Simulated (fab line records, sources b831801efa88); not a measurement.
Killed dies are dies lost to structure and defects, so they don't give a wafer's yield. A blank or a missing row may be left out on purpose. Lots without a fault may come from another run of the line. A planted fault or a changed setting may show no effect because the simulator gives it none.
fab line records | flow sky130
record lots=6 wafers=18 last_day=49
route steps=708 shown GATE_OXIDE@191 POLY_GATE@204 PAD_OPEN@708
lots that met no fault: from a run of the same line without faults
start_h: hours from the record's first day to the start of the lot's first wafer shown | wait_h: hours since the lot's step before | " the same as in the row above | L1.1+2: a row that stands for several wafers | - no value, or no start given | * or withheld: withheld | < > ~ a bound
route shown NAME@n: a module of which the file shows steps, and the number in the route of the first | usual: mean/standard deviation of fault-free wafers | same: alike in all rows | chamber/n: place in a boat | sites: the reading at each site | _std_site: their standard deviation | _edge_site: outer sites' mean less inner sites' | radius_mm: how far each site lies from the wafer's centre | mask NAME#n: copy n | behind: the tool/chamber that last shaped the wafer | hold: why the lot was held/for how many hours/how that ended | device: the transistor (n, p or np) that didn't switch | end of line: the same wafers' tests at the end of the route | a step without rows: its recipe alone | killed: dies lost to structure and defects at the first sort, not the wafer's yield | map: a wafer's dies, x killed, . not, _ none there
set.NAME: the setting as run; set.NAME@STEP: as run at that earlier step | model.NAME: the simulator's own value behind a step, which no gauge read
lots at some steps of the route; a table a step, a row a wafer
services: from which hour (start_h, from the record's first day; less than 0 if before it) a tool's chamber was out of use, for how many hours, and why
## steps
# step SKY_GATE_OXIDE_HMDS_04
# recipe prime_time_s=60 prime_temp_c=120
# step SKY_GATE_OXIDE_COAT_05
# recipe resist=NOVOLAK spin_rpm=3000 resist_thk_nm=1140
# step SKY_GATE_OXIDE_SOFTBAKE_06
# recipe temp_c=90 time_s=60 resist=NOVOLAK
# step SKY_GATE_OXIDE_EXPOSE_07
# recipe mask_id=LVOM na=0.6 source_shape=conventional sigma_outer=0.6 polarization=unpolarized target_cd_nm=600 dose_mj=170
# step SKY_GATE_OXIDE_PEB_08
# recipe temp_c=withheld time_s=* resist=NOVOLAK
# step SKY_GATE_OXIDE_DEVELOP_09
# recipe resist=NOVOLAK developer=TMAH develop_time_s=60 dev_temp_c=23
# step SKY_GATE_OXIDE_OVL_MEAS_10
# usual GATE_OXIDE_OVL=-0.1/1.5
# columns lot.wafer tool chamber start_h wait_h GATE_OXIDE_OVL[nm]
L956.1 overlay-02 - 371.26 0.1 -2.1
L956.3 " - " " -0.8
L956.5 " - " " -2.4
L958.1 overlay-01 - 384.37 0.1 -0.3
L958.2 " - " " -0.9
L958.4 " - " " 2.2
L960.1 overlay-02 - 421.98 0.1 -0.7
L960.3 " - " " -1.0
L960.4 " - " " 0.9
L961.1 overlay-02 - 425.03 0.1 -1.7
L961.4 " - " " -0.4
L961.5 " - " " -0.6
L962.1 overlay-02 - 434.62 0.1 -0.4
L962.3 " - " " 0.5
L962.4 " - " " 0.6
L967.3 overlay-02 - 455.27 0.1 -0.2
L967.4 " - " " -0.2
L967.5 " - " " -0.8
# step SKY_GATE_OXIDE_IMPLANT_11
# recipe species=B energy_kev=10 dose_cm2=2.6e+12 tilt_deg=withheld
# step SKY_GATE_OXIDE_WET_ETCH_12
# recipe chemistry=dHF target_depth_nm=16.8 dry=n2_spin target=SiO2 dilution=100:1 temp_c=25 time_s=336
# step SKY_GATE_OXIDE_STRIP_13
# recipe chemistry=O2/N2 power_w=1400 pressure_mtorr=1500 platen_temp_c=withheld o2_flow_sccm=3000 n2_flow_sccm=300 overash_fraction=0.5
# usual drypump_motor_current_A=5.9/0.36 oes_product_au=0.715/0.0044 strip_time_to_endpoint_s=14.19/0.045
# same overash_fraction=0.5
# columns lot.wafer tool chamber start_h wait_h drypump_motor_current_A oes_product_au rf_hours_counter_h strip_time_to_endpoint_s
L956.1 plasma_asher-02 0 371.55 0.0 5.8 0.716 24 14.21
L956.3 " 0 " " 5.8 0.715 - 14.25
L956.5 " 1 " " 5.6 0.715 - 14.21
L958.1 plasma_asher-02 0 384.66 0.0 5.8 0.717 25 14.15
L958.2 " 1 " " 5.6 0.717 25 14.19
L958.4 " 0 " " 5.8 0.719 - 14.16
L960.1 plasma_asher-02 0 422.27 0.0 5.8 0.714 29 14.16
L960.3 " 0 " " 5.8 0.714 - 14.15
L960.4 " 1 " " 5.6 0.713 - 14.19
L961.1 plasma_asher-01 0 425.32 0.0 6.4 0.715 75 14.17
L961.4 " 1 " " 5.9 0.719 - 14.16
L961.5 " 1 " " 5.9 0.716 - 14.17
L962.1 plasma_asher-01 1 434.92 0.0 5.9 0.717 77 14.24
L962.3 " 0 " " 6.4 0.718 - 14.24
L962.4 " 1 " " 5.9 0.711 - 14.22
L967.3 plasma_asher-01 1 455.58 0.0 5.9 0.707 - 14.21
L967.4 " 0 " " 6.4 0.711 - 14.25
L967.5 " 0 " " 6.4 0.709 - 14.20
# step SKY_GATE_OXIDE_TW_MEAS_14
# usual GATE_OXIDE_TW=225.1/1
# columns lot.wafer tool chamber start_h wait_h GATE_OXIDE_TW
L956.1 film_metro-04 - 371.65 0.1 224.1
L956.3 " - " " 224.7
L956.5 " - " " 225.0
L958.1 film_metro-02 - 384.76 0.1 223.6
L958.2 " - " " 224.3
L958.4 " - " " 224.1
L960.1 film_metro-03 - 422.37 0.1 225.5
L960.3 " - " " 226.3
L960.4 " - " " 224.8
L961.1 film_metro-04 - 425.42 0.1 225.0
L961.4 " - " " 224.7
L961.5 " - " " 224.6
L962.1 film_metro-02 - 435.02 0.1 224.9
L962.3 " - " " 224.1
L962.4 " - " " 224.2
L967.3 film_metro-02 - 455.67 0.1 224.6
L967.4 " - " " 225.2
L967.5 " - " " 224.2
# step SKY_GATE_OXIDE_CLEAN_15
# recipe chemistry=SC1/SC2 mix=1:4:20 temp_c=70 time_s=150 dry=n2_spin
# step SKY_GATE_OXIDE_OXIDATION_16
# recipe temp_c=800 ambient=O2 idle_temp_c=700 ramp_up_c_per_min=10 ramp_down_c_per_min=3 stabilise_s=600 purge_s=300 target_thk_a=35.7 ox_time_s=1915
# usual ramp_up_c_per_min=10.000/0.0018 spike_tc_bottom_C=818.6/2 spike_tc_centre_C=800.5/1.1 spike_tc_lower_C=801.2/1.3 zone_power_bottom_pct=24.1/0.96 zone_power_centre_pct=15.2/0.77 zone_power_lower_pct=13.7/1.6
# columns lot.wafer tool chamber start_h wait_h ramp_up_c_per_min spike_tc_bottom_C spike_tc_centre_C spike_tc_lower_C zone_power_bottom_pct zone_power_centre_pct zone_power_lower_pct model.SiO2_of_GATE_OXIDE_OXIDATION_01.thk_nm
L956.1 furnace-02 0 371.91 0.2 10.004 820.2 801.2 802.0 23.4 15.9 14.8 11.65
L956.3 " 0 " " 9.9980 818.1 800.8 801.6 23.5 15.4 14.7 11.61
L956.5 " 0 " " 10.001 821.7 801.1 800.4 23.5 15.6 14.9 11.68
L958.1 furnace-01 0 385.59 0.7 10.002 816.6 799.4 801.3 25.4 14.3 11.4 11.79
L958.2 " 0 " " 10.003 816.2 801.8 802.0 25.2 14.1 11.4 11.88
L958.4 " 0 " " 9.9994 817.7 799.6 800.7 25.8 14.3 11.4 11.74
L960.1 furnace-02 0 422.48 0.0 9.9982 825.2 804.6 765.0 28.0 21.0 2.6 11.06
L960.3 " 0 " " 10.004 826.8 807.6 764.3 28.5 21.6 2.8 11.01
L960.4 " 0 " " 10.000 827.1 804.4 765.8 28.3 21.3 2.7 11.11
L961.1 furnace-01 0 427.54 2.0 9.9957 817.1 800.9 799.2 25.7 14.3 11.5 11.86
L961.4 " 0 " " 10.000 815.2 800.0 800.2 24.8 14.2 11.5 11.94
L961.5 " 0 " " 10.002 818.5 800.3 799.7 25.2 13.9 11.3 11.96
L962.1 furnace-02 0 437.94 2.8 9.9982 824.9 804.2 766.6 28.2 21.4 2.7 11.57
L962.3 " 0 " " 10.000 826.0 805.3 765.5 28.0 21.2 2.7 11.67
L962.4 " 0 " " 10.002 825.0 805.9 764.7 28.1 21.4 2.7 11.58
L967.3 furnace-01 0 458.71 2.9 9.9970 814.8 801.4 801.3 25.6 14.2 11.3 11.54
L967.4 " 0 " " 10.001 815.6 802.1 799.7 25.2 14.2 11.4 11.42
L967.5 " 0 " " 9.9997 815.8 801.8 800.4 25.4 13.9 11.5 11.63
# step SKY_POLY_GATE_CVD_00
# recipe material=poly-Si target_thk_nm=180 temp_c=620 time_s=720 pressure_mtorr=200
# step SKY_PAD_OPEN_PROBE_99
# usual killed_at_M0_to_M3=44/7.1 killed_at_M4_up=3.3/1.8 killed_at_contacts=24/5.1 killed_at_front_end=16/4.7 killed_at_other=0.3/0.52 killed_dies=87/9.7 killed_open=47/6.8 killed_short=39/6.7
# same gross_dies=492 killed_at_back_side=0
# columns lot.wafer tool chamber start_h wait_h killed_at_M0_to_M3 killed_at_M4_up killed_at_contacts killed_at_front_end killed_at_other killed_dies killed_open killed_short model.etest.pfet_01v8.r_on_ohm_um model.etest.pfet_g5v0d10v5.r_on_ohm_um model.etest.nfet_01v8_lvt.drive_ua_um model.etest.nfet_01v8_turned.drive_ua_um model.etest.nfet_01v8_swapped.drive_ua_um model.etest.nfet_01v8.drive_ua_um model.etest.nfet_01v8.r_on_ohm_um model.etest.sram_nfet_pass.drive_ua_um
L956.1 prober-02 - 1125.68 0.1 48 8 19 16 2 93 53 39 2939 4689 566 497.9 498.9 494.6 839.6 492.2
L956.3 prober-02 - 1125.78 0.2 48 4 21 9 0 82 44 37 2928 4707 581.9 513.4 509.8 512.4 824.7 505.6
L956.5 prober-02 - 1125.88 0.2 50 5 30 14 0 99 62 36 2888 4708 580.5 505.1 511.7 509.8 820 517.5
L958.1 prober-02 - 1134.59 0.1 41 6 20 20 1 88 45 43 2953 4734 566.8 491.2 495.9 491 843.3 485.2
L958.2 prober-02 - 1134.64 0.1 35 2 31 26 0 94 49 45 2957 4829 560.5 484.9 485.1 490.6 859.9 489.8
L958.4 prober-02 - 1134.74 0.2 35 2 27 18 2 84 61 23 2975 4746 554.8 479.4 479.7 478.7 862.6 486.6
L960.1 prober-01 - 1153.17 0.1 62 3 17 16 0 98 50 47 2784 4642 631.4 555.4 553.7 560.5 770.2 535.8
L960.3 prober-01 - 1153.27 0.2 50 2 21 11 0 84 49 35 2831 4637 619.2 551.4 547.2 548.8 782.8 536.7
L960.4 prober-01 - 1153.32 0.2 41 5 21 11 0 78 48 30 2784 4636 621.4 555.4 551.2 548.2 785.7 534.7
L961.1 prober-01 - 1156.95 0.1 59 5 17 20 0 101 55 46 2870 4748 563 494.6 488.9 489.9 850.1 465.8
L961.4 prober-01 - 1157.10 0.2 33 1 25 24 0 83 45 38 2788 4717 574.5 499.8 501.8 497.6 828.8 482.3
L961.5 prober-01 - 1157.15 0.2 46 5 25 15 0 91 51 40 2832 4712 577 509.9 509.6 501.8 819.1 502.6
L962.1 prober-02 - 1166.34 0.1 46 4 23 17 0 90 52 36 2795 4773 605.5 538.9 537.3 536.6 797.2 515.1
L962.3 prober-02 - 1166.44 0.2 61 2 20 15 0 98 51 45 2838 4735 587.1 513.8 514.2 509.7 824.3 495.8
L962.4 prober-02 - 1166.49 0.2 44 2 26 19 0 91 41 50 2812 4755 573.3 508.6 507.7 504 832 486.9
L967.3 prober-01 - 1175.94 0.2 40 0 37 16 1 94 50 44 2856 4697 568.8 507.9 503.7 502.1 850.4 502.4
L967.4 prober-01 - 1175.99 0.2 32 3 26 10 0 71 46 25 2852 4666 574.8 509.8 507.9 505 827.9 477.6
L967.5 prober-01 - 1176.04 0.2 37 3 20 19 0 79 42 37 2779 4703 580.9 512.5 512.8 511.4 826.2 490.2
# killed by level:class
L956.1 VIA1:geometric_particle:open=16 CONTACT:geometric_particle:open=10 METAL2:geometric_particle:short=8 VIA2:geometric_particle:open=7 POLY_GATE:geometric_particle:short=5 METAL4:geometric_particle:short=5 FIELD_ISO:geometric_particle:open=4 LOCAL_INTERCONNECT:geometric_particle:short=4
L956.3 CONTACT:geometric_particle:open=8 VIA2:geometric_particle:open=8 VIA1:geometric_particle:open=7 VIA3:geometric_particle:open=6 VIA1:geometric_particle:short=6 METAL2:geometric_particle:short=5 LOCAL_INTERCONNECT:geometric_particle:short=4 METAL1:geometric_particle:short=4
L956.5 VIA1:geometric_particle:open=21 CONTACT:geometric_particle:open=14 LI_CONTACT:geometric_particle:open=6 CONTACT:geometric_particle:short=5 VIA3:geometric_particle:open=5 FIELD_ISO:geometric_particle:short=4 METAL4:geometric_particle:short=4 SPACER:geometric_particle:open=4
L958.1 METAL2:geometric_particle:short=8 POLY_GATE:geometric_particle:open=7 LI_CONTACT:geometric_particle:open=7 CONTACT:geometric_particle:open=7 VIA1:geometric_particle:open=7 VIA3:geometric_particle:open=6 VIA2:geometric_particle:open=6 FIELD_ISO:geometric_particle:short=5
L958.2 CONTACT:geometric_particle:open=11 VIA1:geometric_particle:open=10 FIELD_ISO:geometric_particle:short=8 CONTACT:geometric_particle:short=7 FIELD_ISO:geometric_particle:open=6 POLY_GATE:geometric_particle:short=6 VIA1:geometric_particle:short=6 LI_CONTACT:geometric_particle:open=5
L958.4 CONTACT:geometric_particle:open=11 VIA1:geometric_particle:open=10 LI_CONTACT:geometric_particle:open=8 VIA3:geometric_particle:open=7 FIELD_ISO:geometric_particle:open=5 POLY_GATE:geometric_particle:open=5 METAL1:geometric_particle:open=4 POLY_GATE:geometric_particle:short=3
L960.1 VIA1:geometric_particle:open=15 METAL1:geometric_particle:short=9 VIA2:geometric_particle:open=7 VIA1:geometric_particle:short=6 VIA3:geometric_particle:open=6 LI_CONTACT:geometric_particle:open=5 VIA3:geometric_particle:short=5 FIELD_ISO:geometric_particle:short=4
L960.3 VIA1:geometric_particle:open=16 VIA2:geometric_particle:open=9 LI_CONTACT:geometric_particle:open=6 VIA1:geometric_particle:short=6 LOCAL_INTERCONNECT:geometric_particle:short=5 CONTACT:geometric_particle:open=5 METAL2:geometric_particle:short=5 CONTACT:geometric_particle:short=4
L960.4 VIA1:geometric_particle:open=14 CONTACT:geometric_particle:open=7 VIA3:geometric_particle:open=6 CONTACT:geometric_particle:short=6 VIA3:geometric_particle:short=6 VIA1:geometric_particle:short=5 LI_CONTACT:geometric_particle:open=3 VIA2:geometric_particle:open=3
L961.1 VIA1:geometric_particle:open=15 METAL2:geometric_particle:short=12 VIA2:geometric_particle:open=10 POLY_GATE:geometric_particle:open=8 VIA1:geometric_particle:short=7 CONTACT:geometric_particle:open=6 VIA3:geometric_particle:open=6 FIELD_ISO:geometric_particle:open=4
L961.4 CONTACT:geometric_particle:open=8 FIELD_ISO:geometric_particle:open=7 VIA1:geometric_particle:open=7 FIELD_ISO:geometric_particle:short=6 LI_CONTACT:geometric_particle:open=6 LOCAL_INTERCONNECT:geometric_particle:short=6 VIA1:geometric_particle:short=5 CONTACT:geometric_particle:short=4
L961.5 VIA1:geometric_particle:open=11 LI_CONTACT:geometric_particle:open=8 CONTACT:geometric_particle:open=7 VIA2:geometric_particle:open=7 LOCAL_INTERCONNECT:geometric_particle:short=6 METAL1:geometric_particle:short=6 METAL2:geometric_particle:short=5 VIA3:geometric_particle:open=5
L962.1 VIA1:geometric_particle:open=12 CONTACT:geometric_particle:open=10 LI_CONTACT:geometric_particle:open=7 VIA1:geometric_particle:short=6 FIELD_ISO:geometric_particle:open=5 METAL1:geometric_particle:short=4 METAL2:geometric_particle:short=4 VIA2:geometric_particle:open=4
L962.3 VIA1:geometric_particle:open=16 VIA3:geometric_particle:open=10 LI_CONTACT:geometric_particle:short=7 VIA1:geometric_particle:short=7 METAL2:geometric_particle:short=7 LI_CONTACT:geometric_particle:open=6 FIELD_ISO:geometric_particle:short=4 VIA2:geometric_particle:open=4
L962.4 VIA1:geometric_particle:open=10 CONTACT:geometric_particle:open=7 VIA1:geometric_particle:short=7 LOCAL_INTERCONNECT:geometric_particle:short=6 FIELD_ISO:geometric_particle:short=5 LI_CONTACT:geometric_particle:short=5 VIA3:geometric_particle:open=5 FIELD_ISO:geometric_particle:open=4
L967.3 CONTACT:geometric_particle:open=17 LI_CONTACT:geometric_particle:open=8 METAL1:geometric_particle:short=6 VIA1:geometric_particle:open=6 VIA1:geometric_particle:short=6 METAL2:geometric_particle:short=6 FIELD_ISO:geometric_particle:open=5 LI_CONTACT:geometric_particle:short=5
L967.4 CONTACT:geometric_particle:open=12 VIA1:geometric_particle:short=8 LI_CONTACT:geometric_particle:open=7 VIA3:geometric_particle:open=6 VIA1:geometric_particle:open=5 CONTACT:geometric_particle:short=3 POLY_GATE:geometric_particle:open=3 LOCAL_INTERCONNECT:geometric_particle:short=3
L967.5 CONTACT:geometric_particle:open=9 VIA1:geometric_particle:open=8 FIELD_ISO:geometric_particle:short=6 VIA3:geometric_particle:open=6 POLY_GATE:geometric_particle:short=5 LI_CONTACT:geometric_particle:open=5 FIELD_ISO:geometric_particle:open=4 VIA2:geometric_particle:open=4
## services
# columns tool chamber start_h hours kind
furnace-01 - 372.98 2.7 pm
furnace-01 - 434.70 19.9 pm
furnace-01 - 454.62 2.7 pm
## key
first_sign step=SKY_GATE_OXIDE_OXIDATION_16 reading=spike_tc_lower_C direction=down sigmas=29 usual=801.2 struck=765.3
effect step=SKY_GATE_OXIDE_OXIDATION_16 reading=zone_power_centre_pct direction=up sigmas=7.9 usual=15.2 struck=21.3
model_effect step=SKY_GATE_OXIDE_OXIDATION_16 value=SiO2_of_GATE_OXIDE_OXIDATION_01.thk_nm without=11.65 struck=11.33
model_effect step=SKY_PAD_OPEN_PROBE_99 value=etest.pfet_01v8.r_on_ohm_um without=2893 struck=2807
met_at SKY_GATE_OXIDE_OXIDATION_16
struck_wafers L960.1,L960.3,L960.4,L962.1,L962.3,L962.4
tester_left_out L960,L962
onset_between 371.91 422.48
fault kind=process_parameter_drift tool=furnace-02 chamber=- onset_h=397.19 steps=SKY_GATE_OXIDE_OXIDATION_16 channel=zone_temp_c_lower offset=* shape=step end_h=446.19
# tester_left_out: of these lots the tester's yield and bins aren't shown, on N5 and GAA mostly nor the transistor test; their killed dies are dies lost to structure and defects alone, not to doping, threshold or leakage, so they don't give the yield
